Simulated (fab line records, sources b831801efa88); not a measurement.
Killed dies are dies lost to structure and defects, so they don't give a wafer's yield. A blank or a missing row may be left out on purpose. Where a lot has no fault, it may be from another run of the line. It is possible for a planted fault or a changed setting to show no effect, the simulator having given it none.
fab line records -- flow sfqLine
record: lots: 14, wafers: 42, lastDay: 94
route steps=325 shown JJ@182 R5@223 I5@228 C5@248
lots that met no fault: taken from a fault-free run of the same line
startH: hours from the record's first day to the start of the lot's first wafer shown -- waitH: how many hours have passed since the lot's step before this one -- " same as the row above -- L1.1+2: several wafers, shown together as one row -- - no value, or no start given -- * or withheld: withheld -- < > ~ a bound
route shown NAME@n: names a module that has steps shown in the file, with the first one's number in the route -- usual: mean and standard deviation over wafers with no fault -- same: alike in all rows -- chamber/n: place in a boat -- sites: per-site readings -- _std_site: standard deviation of those values -- _edge_site: outer sites' mean less inner sites' -- radiusMm: for every site, how far away it sits from the centre of the wafer -- mask NAME#n: copy n -- behind: the most recent tool/chamber to have shaped the wafer -- hold: cause of the lot's hold/its duration in hours/its outcome -- device: which transistor (n, p or np) failed to switch -- end of line: tests run on the same wafers once the route is complete -- step lacking rows: just its recipe -- killed: dies that structure and defects cost at the first sort, which is not the same as the wafer's yield -- map: per-die view of a wafer (x killed, . not killed, _ where there is no die)
set.NAME: the setting the step ran with; set.NAME@STEP: the setting that earlier step ran with -- model.NAME: the simulator's own value behind a step, which no gauge read
steps of the route over a sample of lots; a table a step, a row a wafer
services: from which hour (startH, from the record's first day; less than 0 if before it) a tool's chamber was out of use, for how many hours, and why
== steps ==
step: SFQ_TRILAYER_JJ_TRILAYER_DEP_SPUTTER_112
recipe: material: Nb, basePressurePa: 1.33e-06, chamberPressurePa: 0.1333, substrateTempC: 20, targetThkNm: 170, powerW: 2000, timeS: 113.3
usual: chamberPressurePa: 0.13332/0.00027, throttleValvePct: 29.9/1
lot.wafer,tool,chamber,startH,waitH,chamberPressurePa,throttleValvePct
L843.3,pvdSputter-04,-,990.83,0.5,0.13299,28.2
L843.5,pvdSputter-04,-,990.83,0.5,0.13329,30.6
L843.6,pvdSputter-04,-,990.83,0.5,0.13301,28.2
L844.2,pvdSputter-06,-,992.03,0.5,0.1339,28.7
L844.3,pvdSputter-06,-,992.03,0.5,0.13303,29.5
L844.4,pvdSputter-06,-,992.03,0.5,0.13332,29.6
L846.3,pvdSputter-04,-,994.43,0.5,0.13326,28.7
L846.5,pvdSputter-04,-,994.43,0.5,0.13304,28.0
L846.6,pvdSputter-04,-,994.43,0.5,0.13323,30.6
L847.2,pvdSputter-06,-,995.63,0.5,0.13325,29.0
L847.3,pvdSputter-06,-,995.63,0.5,0.13367,29.7
L847.5,pvdSputter-06,-,995.63,0.5,0.13359,28.7
L848.1,pvdSputter-05,-,1016.85,0.5,0.13365,31.6
L848.5,pvdSputter-05,-,1016.85,0.5,0.13366,32.0
L848.6,pvdSputter-05,-,1016.85,0.5,0.1337,29.2
L849.2,pvdSputter-05,-,1025.54,0.5,0.13317,30.6
L849.3,pvdSputter-05,-,1025.54,0.5,0.13353,29.8
L849.4,pvdSputter-05,-,1025.54,0.5,0.13333,29.2
L853.4,pvdSputter-05,-,1105.17,0.5,0.13342,29.5
L853.5,pvdSputter-05,-,1105.17,0.5,0.13393,30.2
L853.6,pvdSputter-05,-,1105.17,0.5,0.13318,29.4
L854.1,pvdSputter-06,-,1114.62,0.5,0.13279,29.2
L854.2,pvdSputter-06,-,1114.62,0.5,0.13354,28.9
L854.5,pvdSputter-06,-,1114.62,0.5,0.13336,29.9
L855.2,pvdSputter-06,-,1260.21,0.5,0.13378,29.5
L855.4,pvdSputter-06,-,1260.21,0.5,0.13348,28.8
L855.6,pvdSputter-06,-,1260.21,0.5,0.13374,29.4
L858.1,pvdSputter-04,-,1269.81,0.5,0.13342,27.9
L858.5,pvdSputter-04,-,1269.81,0.5,0.13305,30.7
L858.6,pvdSputter-04,-,1269.81,0.5,0.13371,30.6
L859.1,pvdSputter-05,-,1273.41,0.5,0.13344,32.0
L859.2,pvdSputter-05,-,1273.41,0.5,0.13348,30.6
L859.5,pvdSputter-05,-,1273.41,0.5,0.13365,29.5
L861.2,pvdSputter-05,-,1294.80,0.5,0.13317,29.3
L861.4,pvdSputter-05,-,1294.80,0.5,0.13345,32.1
L861.5,pvdSputter-05,-,1294.80,0.5,0.13283,29.3
L862.1,pvdSputter-04,-,1297.20,0.5,0.13302,28.8
L862.2,pvdSputter-04,-,1297.20,0.5,0.13314,28.3
L862.3,pvdSputter-04,-,1297.20,0.5,0.13319,30.7
L864.1,pvdSputter-04,-,1314.42,0.5,0.13322,30.8
L864.5,pvdSputter-04,-,1314.42,0.5,0.13355,30.9
L864.6,pvdSputter-04,-,1314.42,0.5,0.13315,30.6
step: SFQ_TRILAYER_JJ_CE_ETCH_RIE_118
recipe: target: Nb, stopOn: Al2O3, maskMaterial: PR, taperDeg: 13.257, overEtchFrac: 0.15, timeS: 97.7, chemistry: SF6, targetDepthNm: 170, icpW: 600, biasW: 80, pressureMtorr: 10
usual: chamberPressureMTorr: 9.999/0.009, drypumpMotorCurrentA: 5.7/0.75, oesProductAu: 0.986/0.0073
same: overEtchFrac: 0.15
lot.wafer,tool,chamber,startH,waitH,chamberPressureMTorr,drypumpMotorCurrentA,oesProductAu,rfHoursCounterH
L843.3,rieMetal-02,1,1141.28,0.1,10.008,5.2,0.998,-
L843.5,rieMetal-02,1,1141.28,0.1,10.005,5.3,0.996,-
L843.6,rieMetal-02,0,1141.28,0.1,9.996,4.6,0.989,-
L844.2,rieMetal-02,0,1142.44,0.1,10.001,4.6,0.982,55
L844.3,rieMetal-02,0,1142.44,0.1,10.004,4.6,0.986,-
L844.4,rieMetal-02,1,1142.44,0.1,10.000,5.3,0.984,-
L846.3,rieMetal-01,0,1146.08,0.1,9.997,6.5,0.982,-
L846.5,rieMetal-01,1,1146.08,0.1,10.011,6.2,0.983,-
L846.6,rieMetal-01,0,1146.08,0.1,9.992,6.6,0.983,-
L847.2,rieMetal-04,1,1148.44,0.1,9.999,6.6,0.991,111
L847.3,rieMetal-04,1,1148.44,0.1,10.003,6.6,0.990,-
L847.5,rieMetal-04,0,1148.44,0.1,10.013,5.6,0.996,-
L848.1,rieMetal-01,0,1162.20,0.1,9.998,6.5,0.982,44
L848.5,rieMetal-01,0,1162.20,0.1,10.008,6.5,0.991,-
L848.6,rieMetal-01,1,1162.20,0.1,9.995,6.2,0.994,-
L849.2,rieMetal-02,0,1168.20,0.1,9.999,4.6,0.981,58
L849.3,rieMetal-02,1,1168.20,0.1,9.997,5.3,0.983,-
L849.4,rieMetal-02,0,1168.20,0.1,9.994,4.6,0.981,-
L853.4,rieMetal-01,1,1246.28,0.1,9.995,6.2,0.982,-
L853.5,rieMetal-01,1,1246.28,0.1,10.002,6.2,0.980,-
L853.6,rieMetal-01,0,1246.28,0.1,9.984,6.6,0.979,-
L854.1,rieMetal-01,1,1247.57,0.1,9.996,6.2,0.985,60
L854.2,rieMetal-01,0,1247.57,0.1,9.998,6.5,0.982,53
L854.5,rieMetal-01,0,1247.57,0.1,10.002,6.5,0.978,-
L855.2,rieMetal-04,1,1264.14,0.2,9.992,6.6,0.998,-
L855.4,rieMetal-04,1,1264.14,0.2,9.996,6.6,0.986,-
L855.6,rieMetal-04,1,1264.14,0.2,10.015,6.6,0.999,-
L858.1,rieMetal-02,0,1273.64,0.1,10.000,4.6,0.980,72
L858.5,rieMetal-02,0,1273.64,0.1,10.000,4.6,1.000,-
L858.6,rieMetal-02,1,1273.64,0.1,9.998,5.3,0.983,-
L859.1,rieMetal-04,0,1277.24,0.1,10.014,5.6,1.000,33
L859.2,rieMetal-04,1,1277.24,0.1,9.986,6.6,1.005,125
L859.5,rieMetal-04,1,1277.24,0.1,9.996,6.6,0.992,-
L861.2,rieMetal-02,1,1298.77,0.1,10.001,5.2,0.995,53
L861.4,rieMetal-02,1,1298.77,0.1,9.977,5.3,0.992,-
L861.5,rieMetal-02,0,1298.77,0.1,9.988,4.6,0.984,-
L862.1,rieMetal-02,0,1301.04,0.1,10.001,4.6,0.988,74
L862.2,rieMetal-02,1,1301.04,0.1,10.010,5.3,0.985,53
L862.3,rieMetal-02,1,1301.04,0.1,10.008,5.2,0.975,-
L864.1,rieMetal-02,1,1319.29,0.1,10.005,5.3,0.992,56
L864.5,rieMetal-02,0,1319.29,0.1,10.000,4.7,0.981,-
L864.6,rieMetal-02,1,1319.29,0.1,10.020,5.2,0.994,-
step: SFQ_R5_OVL_MEAS_935
usual: R5_OVL: 0/5.7
lot.wafer,tool,chamber,startH,waitH,R5_OVL[nm]
L843.3,overlay-01,-,1432.31,0.1,-10
L843.5,overlay-01,-,1432.31,0.1,-10
L843.6,overlay-01,-,1432.31,0.1,-10
L844.2,overlay-02,-,1433.50,0.1,-4
L844.3,overlay-02,-,1433.50,0.1,4
L844.4,overlay-02,-,1433.50,0.1,-3
L846.3,overlay-02,-,1435.91,0.1,0
L846.5,overlay-02,-,1435.91,0.1,-2
L846.6,overlay-02,-,1435.91,0.1,-3
L847.2,overlay-01,-,1437.10,0.1,5
L847.3,overlay-01,-,1437.10,0.1,-4
L847.5,overlay-01,-,1437.10,0.1,0
L848.1,overlay-01,-,1455.10,0.1,-5
L848.5,overlay-01,-,1455.10,0.1,-8
L848.6,overlay-01,-,1455.10,0.1,-11
L849.2,overlay-01,-,1461.23,0.1,10
L849.3,overlay-01,-,1461.23,0.1,9
L849.4,overlay-01,-,1461.23,0.1,8
L853.4,overlay-02,-,1534.31,0.1,-3
L853.5,overlay-02,-,1534.31,0.1,3
L853.6,overlay-02,-,1534.31,0.1,-4
L854.1,overlay-01,-,1540.29,0.1,-7
L854.2,overlay-01,-,1540.29,0.1,-7
L854.5,overlay-01,-,1540.29,0.1,-9
L855.2,overlay-02,-,1549.90,0.1,6
L855.4,overlay-02,-,1549.90,0.1,1
L855.6,overlay-02,-,1549.90,0.1,3
L858.1,overlay-01,-,1566.69,0.1,-8
L858.5,overlay-01,-,1566.69,0.1,-1
L858.6,overlay-01,-,1566.69,0.1,-3
L859.1,overlay-01,-,1571.49,0.1,6
L859.2,overlay-01,-,1571.49,0.1,3
L859.5,overlay-01,-,1571.49,0.1,3
L861.2,overlay-01,-,1583.62,0.1,1
L861.4,overlay-01,-,1583.62,0.1,0
L861.5,overlay-01,-,1583.62,0.1,1
L862.1,overlay-02,-,1584.82,0.1,4
L862.2,overlay-02,-,1584.82,0.1,3
L862.3,overlay-02,-,1584.82,0.1,8
L864.1,overlay-02,-,1604.02,0.1,1
L864.5,overlay-02,-,1604.02,0.1,1
L864.6,overlay-02,-,1604.02,0.1,-2
step: SFQ_TRILAYER_A5C_DEP_PECVD_142
recipe: material: SiO2, tempC: 150, timeS: 15.556, pressureTorr: 2.4, rfW: 183.3, precursor: SiH4/N2O, targetThkNm: 70
usual: heaterPowerW: 84/17, showerheadVppV: 828/19, throttleValvePct: 24.7/2
lot.wafer,tool,chamber,startH,waitH,heaterPowerW,showerheadVppV,throttleValvePct
L843.3,pecvd-04,0,1433.46,0.0,103,846,23.8
L843.5,pecvd-04,2,1433.46,0.0,64,825,22.8
L843.6,pecvd-04,1,1433.46,0.0,78,838,22.6
L844.2,pecvd-03,1,1434.42,0.0,90,776,24.0
L844.3,pecvd-03,0,1434.42,0.0,107,811,26.5
L844.4,pecvd-03,2,1434.42,0.0,83,840,24.2
L846.3,pecvd-04,1,1436.86,0.0,78,857,22.6
L846.5,pecvd-04,2,1436.86,0.0,67,804,22.6
L846.6,pecvd-04,1,1436.86,0.0,77,848,22.5
L847.2,pecvd-03,0,1438.02,0.0,118,831,26.8
L847.3,pecvd-03,2,1438.02,0.0,90,851,24.4
L847.5,pecvd-03,0,1438.02,0.0,116,837,26.5
L848.1,pecvd-04,1,1456.02,0.0,81,844,22.6
L848.5,pecvd-04,0,1456.02,0.0,98,828,24.1
L848.6,pecvd-04,2,1456.02,0.0,68,814,22.8
L849.2,pecvd-03,2,1462.15,0.0,81,839,24.3
L849.3,pecvd-03,2,1462.15,0.0,77,839,24.3
L849.4,pecvd-03,1,1462.15,0.0,90,796,24.1
L853.4,pecvd-04,1,1535.23,0.0,83,844,22.7
L853.5,pecvd-04,2,1535.23,0.0,69,815,22.8
L853.6,pecvd-04,0,1535.23,0.0,104,842,24.2
L853.4,pecvd-04,1,1535.42,0.2,81,822,22.6
L853.5,pecvd-04,2,1535.42,0.2,70,824,23.1
L853.6,pecvd-04,0,1535.42,0.2,103,844,24.4
L854.1,pecvd-04,0,1541.22,0.0,114,828,24.4
L854.2,pecvd-04,1,1541.22,0.0,82,848,22.7
L854.5,pecvd-04,2,1541.22,0.0,67,830,22.7
L855.2,pecvd-04,1,1550.82,0.0,78,840,22.8
L855.4,pecvd-04,0,1550.82,0.0,106,829,24.4
L855.6,pecvd-04,1,1550.82,0.0,75,828,22.8
L855.2,pecvd-04,1,1551.01,0.2,78,836,22.8
L855.4,pecvd-04,0,1551.01,0.2,107,818,24.4
L855.6,pecvd-04,1,1551.01,0.2,79,818,22.9
L858.1,pecvd-04,1,1567.62,0.0,82,812,23.1
L858.5,pecvd-04,2,1567.62,0.0,66,833,22.9
L858.6,pecvd-04,0,1567.62,0.0,116,820,24.3
L859.1,pecvd-02,0,1572.42,0.0,70,846,25.5
L859.2,pecvd-02,1,1572.42,0.0,80,801,30.5
L859.5,pecvd-02,1,1572.42,0.0,82,800,30.5
L861.2,pecvd-04,2,1584.55,0.0,65,825,22.9
L861.4,pecvd-04,2,1584.55,0.0,66,830,23.1
L861.5,pecvd-04,1,1584.55,0.0,80,830,22.8
L862.1,pecvd-02,2,1585.75,0.0,58,836,25.1
L862.2,pecvd-02,0,1585.75,0.0,75,852,25.1
L862.3,pecvd-02,0,1585.75,0.0,75,826,25.1
L864.1,pecvd-02,1,1605.12,0.0,79,802,30.4
L864.5,pecvd-02,0,1605.12,0.0,76,843,25.1
L864.6,pecvd-02,1,1605.12,0.0,81,811,30.1
step: SFQ_TRILAYER_C5_ETCH_VIA_ETCH_154
recipe: target: SiO2, maskMaterial: PR, chemistry: CHF3, targetDepthNm: 84, sourceW: 500, biasW: 80, pressureMtorr: 30, timeS: withheld, stopOn: Nb
usual: chamberPressureMTorr: 29.998/0.029, drypumpMotorCurrentA: 5.6/0.39, oesProductAu: 0.895/0.008
lot.wafer,tool,chamber,startH,waitH,chamberPressureMTorr,drypumpMotorCurrentA,oesProductAu
L843.3,rieDiel-01,1,1577.22,0.0,30.019,6.1,0.895
L843.5,rieDiel-01,3,1577.22,0.0,29.971,5.8,0.899
L843.6,rieDiel-01,0,1577.22,0.0,30.017,5.2,0.898
L844.2,rieDiel-04,1,1578.43,0.0,30.026,5.2,0.902
L844.3,rieDiel-04,0,1578.43,0.0,30.075,5.0,0.901
L844.4,rieDiel-04,3,1578.43,0.0,30.000,5.6,0.917
L846.3,rieDiel-02,2,1716.00,0.0,29.997,6.3,0.881
L846.5,rieDiel-02,0,1716.00,0.0,29.941,5.6,0.893
L846.6,rieDiel-02,1,1716.00,0.0,30.011,5.4,0.892
L847.2,rieDiel-04,3,1718.40,0.0,29.972,5.6,0.895
L847.3,rieDiel-04,0,1718.40,0.0,29.960,5.0,0.882
L847.5,rieDiel-04,2,1718.40,0.0,29.955,6.0,0.901
L848.1,rieDiel-04,0,1724.40,0.0,30.023,5.0,0.882
L848.5,rieDiel-04,0,1724.40,0.0,29.974,5.0,0.901
L848.6,rieDiel-04,3,1724.40,0.0,29.983,5.6,0.899
L849.2,rieDiel-01,0,1729.20,0.0,30.019,5.2,0.888
L849.3,rieDiel-01,1,1729.20,0.0,29.983,6.1,0.896
L849.4,rieDiel-01,1,1729.20,0.0,30.014,6.1,0.894
L853.4,rieDiel-04,3,1785.73,0.0,29.988,5.6,1.011
L853.5,rieDiel-04,3,1785.73,0.0,30.018,5.6,1.015
L853.6,rieDiel-04,2,1785.73,0.0,29.993,6.0,1.005
L854.1,rieDiel-02,2,1790.53,0.0,30.007,6.3,0.895
L854.2,rieDiel-02,1,1790.53,0.0,30.028,5.5,0.886
L854.5,rieDiel-02,2,1790.53,0.0,29.956,6.3,0.912
L855.2,rieDiel-01,2,1796.53,0.0,30.015,5.6,0.989
L855.4,rieDiel-01,1,1796.53,0.0,30.040,6.1,1.011
L855.6,rieDiel-01,0,1796.53,0.0,29.998,5.2,1.000
L858.1,rieDiel-01,3,1816.93,0.0,29.996,5.9,0.890
L858.5,rieDiel-01,0,1816.93,0.0,30.011,5.2,0.893
L858.6,rieDiel-01,3,1816.93,0.0,29.943,5.9,0.896
L859.1,rieDiel-04,0,1826.53,0.0,29.995,5.0,0.881
L859.2,rieDiel-04,2,1826.53,0.0,29.959,6.0,0.895
L859.5,rieDiel-04,0,1826.53,0.0,29.946,5.0,0.898
L861.2,rieDiel-01,1,1836.44,0.0,29.979,6.2,0.898
L861.4,rieDiel-01,3,1836.44,0.0,30.016,5.9,0.904
L861.5,rieDiel-01,3,1836.44,0.0,29.953,5.9,0.895
L862.1,rieDiel-04,1,1838.84,0.0,30.019,5.1,0.896
L862.2,rieDiel-04,3,1838.84,0.0,30.038,5.6,0.884
L862.3,rieDiel-04,0,1838.84,0.0,30.003,5.0,0.891
L864.1,rieDiel-04,3,1854.44,0.0,29.988,5.6,0.891
L864.5,rieDiel-04,2,1854.44,0.0,30.011,6.0,0.889
L864.6,rieDiel-04,3,1854.44,0.0,29.999,5.6,0.895
== services ==
tool,chamber,startH,hours,kind
rieDiel-04,-,977.97,14.6,pm
rieDiel-04,2,996.72,6.2,repair
rieMetal-02,-,1093.56,1.4,pm
rieDiel-04,0,1098.02,8.5,repair
rieDiel-04,3,1111.44,8.6,repair
pecvd-04,-,1122.65,6.0,pm
rieMetal-02,0,1151.12,2.0,repair
rieDiel-04,3,1161.54,8.6,repair
pecvd-04,0,1196.24,10.3,repair
pecvd-04,-,1210.25,1.0,repair
rieMetal-02,0,1273.88,2.0,repair
pecvd-04,0,1287.71,8.1,repair
pecvd-04,-,1316.76,14.0,pm
pecvd-04,0,1368.86,21.6,repair
rieDiel-04,-,1380.05,2.8,pm
rieDiel-04,1,1425.31,4.0,repair
pecvd-04,-,1428.49,1.1,repair
rieDiel-04,-,1492.15,16.8,repair
rieDiel-04,-,1499.70,0.8,repair
pecvd-04,2,1505.31,5.3,repair
rieDiel-04,-,1516.00,2.0,repair
rieDiel-04,3,1555.05,2.7,repair
pecvd-04,-,1704.22,14.6,pm
pecvd-04,-,1718.82,2.8,pm
== key ==
firstSign: step: SFQ_TRILAYER_A5C_DEP_PECVD_142, reading: visit, direction: added
effect: step: SFQ_TRILAYER_C5_ETCH_VIA_ETCH_154, reading: oesProductAu, direction: up, sigmas: 14, usual: 0.895, struck: 1.005
metAt SFQ_TRILAYER_A5C_DEP_PECVD_142
struckLots L853,L855
notActingAt SFQ_TRILAYER_JJ_TRILAYER_DEP_SPUTTER_112,SFQ_TRILAYER_JJ_CE_ETCH_RIE_118,SFQ_R5_OVL_MEAS_935
fault: kind: repeatedStepWhole, tool: pecvd-02,pecvd-03,pecvd-04, chamber: -, onsetH: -, steps: SFQ_TRILAYER_A5C_DEP_PECVD_142, times: 1, scope: struckLotsOnly
